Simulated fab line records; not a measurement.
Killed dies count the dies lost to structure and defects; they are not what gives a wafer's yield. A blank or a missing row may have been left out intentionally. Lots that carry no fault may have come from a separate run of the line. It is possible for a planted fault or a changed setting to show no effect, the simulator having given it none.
Problem report, 8D (eight disciplines) form, completed by code -- flow gf180mcu -- the parts of the form that need people (team, actions taken, sign-off) are left out

== 1. THE PROBLEM ==
Wafers without a fault read 794.8 W, standard deviation 2.1; rf-fwd-power-W at GF_M3_METAL_ETCH_16 reads a mean of 667.3 W on 6 wafers belonging to 2 lots. Relative to the usual mean, that is a shift of -61 standard deviations.
The step: etches the open film in Cl2/BCl3, stops on SiO2, target depth 627.5 nm, time 104.6 s.
The first sign was on wafer L555.1 at day 27 16:19, on rie-metal-04. The record holds 42 wafers of 14 lots with a number at this step. By rule, "out" or "out of limits" means more than 4 standard deviations away from the usual mean. All remaining wafers that have a number are taken as sound.

== 2. WHAT THIS IS AND IS NOT ==
question,is,is not
which readings at this step,"rf-fwd-power-W, oes-product-au, throttle-valve-pct",drypump-motor-current-A
which lots,"L555, L557","L537, L538, L539, L540, L541, L542, L543, L544, L546, L548, L550, L556"
which wafers of those lots,all that have a number,-
read on which tools,rie-metal-04,"rie-metal-02, rie-metal-03"
when,from day 27 16:19,up to then (33 sound wafers); but 3 sound wafers of L556 came after

== 3. THE SUSPECTS, EACH WITH WHAT RULES IT OUT ==
Counting: a tool at a process step up to the reading stays a suspect if it ran every lot that is out and no sound lot after the first of them.
- pvd-sputter-02 at GF_M3_SPUTTER_01 (material TiN, target thk 30 nm, time 25 s): kept. Every lot that is out went through it, starting with L555 (day 26 19:39), and after that it ran no sound lot; the last sound lot it ran before then is L540 (day 21 08:55).
- rie-metal-04 at GF_M3_METAL_ETCH_16 (etches the open film in Cl2/BCl3, stops on SiO2, target depth 627.5 nm, time 104.6 s): kept. Every lot that is out went through it, starting with L555 (day 27 16:19), and after that it ran no sound lot; the last sound lot it ran before then is L548 (day 25 06:10). On those wafers its own readings are out: oes-product-au, rf-fwd-power-W, throttle-valve-pct.
Left after counting: pvd-sputter-02 at GF_M3_SPUTTER_01, rie-metal-04 at GF_M3_METAL_ETCH_16.

== 4. THE CAUSE (what the simulator had put in) ==
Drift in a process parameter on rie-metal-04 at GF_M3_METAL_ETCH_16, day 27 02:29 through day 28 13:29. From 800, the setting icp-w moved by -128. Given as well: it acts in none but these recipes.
Counting left 2 suspects, and this tool is among them.

== 5. THE EFFECT CHAIN, in route order ==
Each row: a reading where the mean over the struck wafers with a number is more than 3 standard deviations away from the usual. Only readings for which the record gives a usual standard deviation are gone through. hours: the time from each lot's start at the first step in this table that gives one to its start at this step, as a median over the lots. sigmas: the change in usual standard deviations.
hours,step,reading,usual,on struck wafers,change,sigmas
0,GF_M3_METAL_ETCH_16,oes-product-au,0.973 a.u.,0.911,-0.062,-11
0,GF_M3_METAL_ETCH_16,rf-fwd-power-W,794.8 W,667.3,-127.5,-61
0,GF_M3_METAL_ETCH_16,throttle-valve-pct,28.248 %,28.316,+0.068,+6.2
0,GF_M3_STRIP_17,strip-time-to-endpoint-s,7.86 s,8.24,+0.38,+11
It contains these process steps:
- GF_M3_METAL_ETCH_16: etches the open film in Cl2/BCl3, stops on SiO2, target depth 627.5 nm, time 104.6 s.
- GF_M3_STRIP_17: strips in O2/N2.
Later measuring or inspecting steps at which every struck wafer that the step has a row for has a number for every such reading, and none has moved that far: GF_V3_THK_MEAS_01, GF_M4_CD_MEAS_14.

== 6. WHAT WOULD HAVE CAUGHT IT SOONER ==
In this record the first reading out of limits was taken at day 27 16:19, 14 hours after the fault began at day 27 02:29.
